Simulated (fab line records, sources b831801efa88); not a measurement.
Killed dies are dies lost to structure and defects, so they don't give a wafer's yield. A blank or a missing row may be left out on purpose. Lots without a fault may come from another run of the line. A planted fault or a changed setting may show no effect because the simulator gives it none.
Which tool did it? | flow sky130 | 6 lots, 18 wafers sampled, at 2 steps of a route of 708

WHAT THE GAUGES READ, wafer by wafer
SKY_PWDE_OVL_MEAS_07.
lot  | measured    | on         | PWDE_OVL (nm)
L601 | day 5 03:14 | overlay-02 | -0.3 -1.1 1.6
L607 | day 6 10:05 | overlay-02 | - - -
L609 | day 6 19:09 | overlay-01 | 0.5 0.3 0.9
L612 | day 7 17:32 | overlay-02 | 1.3 -1.5 3.6
L615 | day 8 08:47 | overlay-02 | 0.8 1.0 1.4
L619 | day 9 08:52 | overlay-01 | 0.9 0.7 1.5

WHICH TOOL RAN EACH LOT (tool, then ch and the chambers of the sampled wafers, then the start)
lot  | SKY_PWDE_COAT_02
L601 | litho_track-01 ch 0, day 4 18:23
L607 | litho_track-04, day 6 00:42
L609 | litho_track-02 ch 0, day 6 10:18
L612 | litho_track-04 ch 0, day 7 08:06
L615 | litho_track-04 ch 0, day 7 21:55
L619 | litho_track-04 ch 0, day 8 22:30
- SKY_PWDE_COAT_02: resist thk 3000 nm.

THE ANSWER, worked out from the rows above alone
Rule: what is usual is taken from the lots themselves. Put in order of their means at a reading, lots are off if they are a third of the lots or fewer, leave a main group of 4 or more, and stand apart from it by a gap of 3 or more times the standard deviation of the main group's means; of several such gaps the widest counts. A main group whose means are all the same, to the digits that the tables above print for the reading, isn't used. A lot without any number at a reading at which 4 lots or more have one is off too. The other lots that the step has rows for count as sound.
Off: L607, at SKY_PWDE_OVL_MEAS_07 (PWDE_OVL). Without a number there: L607. The main group: mean 0.8 nm, standard deviation 0.41.
A tool fits if, at a process step before that reading, it ran every lot that is off, and no sound lot after the first of them. The gauges at SKY_PWDE_OVL_MEAS_07 are tried like those tools. None of those tried fits.

WHAT THE SIMULATOR HAD PUT IN
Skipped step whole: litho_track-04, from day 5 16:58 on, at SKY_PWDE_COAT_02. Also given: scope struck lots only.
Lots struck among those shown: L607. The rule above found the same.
